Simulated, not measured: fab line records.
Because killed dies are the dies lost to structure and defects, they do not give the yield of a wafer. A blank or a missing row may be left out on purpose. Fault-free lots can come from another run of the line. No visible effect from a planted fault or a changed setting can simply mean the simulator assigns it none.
A struck lot beside a sound one | flow sky130 | 32 steps out of a route of 708
Sound: wafers L833.2, L833.5, L833.6. Wafers struck: L843.1, L843.2, L843.3. The cause is named last.
Order at every step that has rows: each side's tool, ch and its chambers, its first start. Under that, the readings that differ: sound wafers | struck wafers | difference of the means | sigmas: that difference in standard deviations of wafers without a fault.
alike: words and numbers the same on both sides, and readings whose means are apart by under 2 such deviations; not compared: readings that were withheld, readings missing a value for some wafer, numbers with overlapping values and no deviation given by the record, and bounds like >300 which may hide the same value.
The two part at a step that has a row with sigmas, a row that says differs or no value, or rows on one side only. Numbers that have no deviation but don't overlap get no sigmas and don't part them. Lack of a reading on every wafer of one side parts them only where that side has two or more wafers.

SKY_PWDE_OVL_MEAS_07:
  sound on overlay-01, day 4 06:35; struck on overlay-02, day 6 15:13
  alike: PWDE_OVL
next, for these wafers, 1 step has no rows: SKY_PWDE_IMPLANT_08.
SKY_PWDE_STRIP_09: strips in O2/N2.
  sound on plasma asher-02 ch 0,1, day 4 06:46; struck on plasma asher-03 ch 0,1, day 6 15:24
  alike: drypump motor current A, oes product au, strip time to endpoint s
  not compared: rf hours counter h
SKY_PWDE_TW_MEAS_10:
  sound on film metro-02, day 4 06:52; struck on film metro-02, day 6 15:30
  alike: PWDE_TW
then, 7 steps without rows for these wafers: SKY_NWELL_DEHYDRATE_03 (time 60 s); SKY_NWELL_HMDS_04 (prime time 60 s); SKY_NWELL_COAT_05 (resist thk 3000 nm); SKY_NWELL_SOFTBAKE_06; SKY_NWELL_EXPOSE_07 (exposes mask NWM, target cd 840 nm); SKY_NWELL_PEB_08; SKY_NWELL_DEVELOP_09 (develop time 60 s).
SKY_NWELL_OVL_MEAS_10:
  sound on overlay-02, day 4 23:58; struck on overlay-01, day 7 10:46
  alike: NWELL_00_OVL
SKY_NWELL_IMPLANT_11:
  sound on implanter-03 ch 0, day 5 00:01; struck on implanter-02 ch 0, day 7 10:48
  reading            | sound                            | struck                           | difference  | sigmas
  dose ions cm2      | 1.9025e+13 1.8982e+13 1.9014e+13 | 2.1282e+13 2.1295e+13 2.1345e+13 | +2.3003e+12 | +99 or more
  faraday current uA | 107.2 112.8 113.5                | 121.0 118.9 123.1                | +9.8        | +4
  alike: beam on s
then, 2 steps without rows for these wafers: SKY_NWELL_IMPLANT_12; SKY_NWELL_IMPLANT_13.
SKY_NWELL_STRIP_14: strips in O2/N2.
  sound on plasma asher-03 ch 0,1, day 5 00:27; struck on plasma asher-02 ch 0,1, day 7 11:15
  alike: drypump motor current A, oes product au, strip time to endpoint s
  not compared: rf hours counter h
SKY_NWELL_TW_MEAS_15:
  sound on film metro-03, day 5 00:34; struck on film metro-02, day 7 11:21
  reading  | sound          | struck         | difference | sigmas
  NWELL_TW | 1827 1829 1832 | 1884 1875 1884 | +52        | +5
then, 7 steps without rows for these wafers: SKY_NWELL_DEHYDRATE_16 (time 60 s); SKY_NWELL_HMDS_17 (prime time 60 s); SKY_NWELL_COAT_18 (resist thk 3000 nm); SKY_NWELL_SOFTBAKE_19; SKY_NWELL_EXPOSE_20 (exposes mask NWM COMPLEMENT, target cd 840 nm); SKY_NWELL_PEB_21; SKY_NWELL_DEVELOP_22 (develop time 60 s).
SKY_NWELL_OVL_MEAS_23:
  sound on overlay-01, day 5 18:52; struck on overlay-02, day 8 08:13
  alike: NWELL_01_OVL
next, for these wafers, 1 step has no rows: SKY_NWELL_IMPLANT_24.
SKY_NWELL_STRIP_25: strips in O2/N2.
  sound on plasma asher-02 ch 0,1, day 5 19:03; struck on plasma asher-03 ch 0,1, day 8 08:24
  alike: drypump motor current A, oes product au, strip time to endpoint s
  not compared: rf hours counter h
SKY_NWELL_TW_MEAS_26:
  sound on film metro-02, day 5 19:10; struck on film metro-03, day 8 08:30
  reading    | sound       | struck      | difference | sigmas
  NWELL_2_TW | 492 491 493 | 499 500 502 | +8         | +3
then, 1 step without rows for these wafers: SKY_NWELL_CLEAN_27 (cleans in SC1/SC2, time 150 s).
SKY_NWELL_RTA_28: time 30 s.
  sound on rtp anneal-01 ch 0, day 5 19:16; struck on rtp anneal-02 ch 0, day 8 08:37
  alike: chamber o2 ppm, lamp power pct, wafer_temp_C_max
SKY_NWELL_RS_MEAS_29: measurement is done with a four-point probe.
  sound on film metro-02, day 5 19:23; struck on film metro-02, day 8 08:43
  reading           | sound             | struck            | difference | sigmas
  NWELL_RS (ohm/sq) | 625.5 624.5 624.8 | 588.1 588.1 588.5 | -36.7      | -24
-- the record jumps here: 41 days lie between the struck wafers' starts before and after (it left off in module NWELL and takes up again in module PAD_OPEN, whose first step shown is number 708 of the route) --
SKY_PAD_OPEN_PROBE_99:
  sound on prober-01, day 46 08:48; struck on prober-01, day 49 02:37
  reading                           | sound                        | struck                        | difference | sigmas
  model.etest.nfet_16v.r on ohm um  | 1.39e+04 1.396e+04 1.396e+04 | 1.351e+04 1.352e+04 1.353e+04 | -4.200e+02 |
  model.etest.res nwell.line ohm um | 1117 1119 1119               | 1094 1083 1089                | -30        |
  model.etest.field p.vt v (V)      | -41.33 -41.08 -40.94         | -45.1 -45.46 -45.46           | -4.2       |
  alike: killed_at_M0_to_M3, killed_at_M4_up, killed at contacts, killed at front end, killed at other, killed dies, killed open, killed short
  not compared: model.etest.res nwell.rs ohm sq

WHERE THEY PART
First at SKY_NWELL_IMPLANT_11; last, within this record, at SKY_NWELL_RS_MEAS_29. Later steps at which nothing parts them and some readings are alike: SKY_PAD_OPEN_PROBE_99.

WHY: what the simulator had put in
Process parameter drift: implanter-02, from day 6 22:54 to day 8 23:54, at SKY_NWELL_IMPLANT_11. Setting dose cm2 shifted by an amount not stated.
